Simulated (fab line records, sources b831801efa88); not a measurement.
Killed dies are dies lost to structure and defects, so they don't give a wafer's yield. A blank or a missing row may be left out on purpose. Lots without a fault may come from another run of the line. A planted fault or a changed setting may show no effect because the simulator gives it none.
Which tool did it? | flow gf180mcu | 14 lots, 42 wafers sampled, at 2 steps of a route of 602

WHAT THE GAUGES READ, wafer by wafer
GF_VT_IMPLANT_TW_MEAS_10. Usual: VT_IMPLANT_TW 564, standard deviation 8.7.
lot  | measured     | on            | VT_IMPLANT_TW | flag
L193 | day 5 14:41  | film_metro-03 | 571 569 567   |
L194 | day 6 01:27  | film_metro-03 | 574 573 573   |
L195 | day 6 05:58  | film_metro-03 | 572 570 571   |
L196 | day 6 10:20  | film_metro-02 | 550 550 551   |
L198 | day 7 01:26  | film_metro-02 | 550 550 551   |
L199 | day 7 05:07  | film_metro-03 | 568 568 572   |
L201 | day 7 16:49  | film_metro-04 | 568 570 573   |
L205 | day 8 15:27  | film_metro-04 | 572 575 573   |
L206 | day 8 18:41  | film_metro-02 | 558 556 558   |
L207 | day 9 06:24  | film_metro-02 | 555 555 557   |
L210 | day 10 00:23 | film_metro-02 | 557 557 554   |
L212 | day 10 10:00 | film_metro-04 | 574 571 569   |
L214 | day 10 22:52 | film_metro-02 | 555 557 554   |
L216 | day 11 09:43 | film_metro-04 | 575 576 572   |

GF_VT_IMPLANT_OVL_MEAS_18. Usual: VT_IMPLANT_01_OVL 0.9 nm, standard deviation 1.4.
lot  | measured     | on         | VT_IMPLANT_01_OVL (nm) | flag
L193 | day 6 04:34  | overlay-01 | -0.1 0.3 -0.5          |
L194 | day 6 15:41  | overlay-01 | -0.2 1.3 0.5           |
L195 | day 6 21:17  | overlay-01 | 0.7 0.5 -1.1           |
L196 | day 7 01:26  | overlay-02 | 1.1 3.7 1.3            |
L198 | day 7 16:56  | overlay-02 | 1.3 2.9 2.5            |
L199 | day 7 20:43  | overlay-02 | 3.5 1.3 1.7            |
L201 | day 8 08:31  | overlay-01 | 2.1 2.0 0.6            |
L205 | day 9 07:27  | overlay-01 | -0.1 1.6 1.6           |
L206 | day 9 10:49  | overlay-01 | 0.2 1.1 1.2            |
L207 | day 9 23:11  | overlay-02 | -0.5 1.2 0.8           |
L210 | day 10 18:14 | overlay-01 | -0.5 -1.5 1.2          |
L212 | day 11 04:14 | overlay-01 | 1.9 0.5 0.3            |
L214 | day 11 16:41 | overlay-01 | -0.2 0.0 2.5           |
L216 | day 12 04:10 | overlay-02 | 0.5 0.0 0.3            |

WHICH TOOL RAN EACH LOT (tool, then ch and the chambers of the sampled wafers, then the start)
The record holds no process step before these readings.

WHAT THE TOOLS THEMSELVES READ (means of the sampled wafers that have a number; where no wafer has one, the mark that the record gives instead)
The record holds no such reading with a usual standard deviation.

THE ANSWER, worked out from the rows above alone
Rule: a lot is off if the mean of its wafers that have a number lies more than 3 standard deviations from the usual mean. A lot without any number at a reading at which 4 lots or more have one is off too. The other lots that the step has rows for count as sound. The gauges are gone through in route order, then the tools' own readings, and for those a lot's mean is taken as printed above. The first step at which some lot is off is used, and at that step the reading that is off furthest; a lot without a number counts as furthest.
No lot is off at any reading shown: from this, nothing can be told.

WHAT THE SIMULATOR HAD PUT IN
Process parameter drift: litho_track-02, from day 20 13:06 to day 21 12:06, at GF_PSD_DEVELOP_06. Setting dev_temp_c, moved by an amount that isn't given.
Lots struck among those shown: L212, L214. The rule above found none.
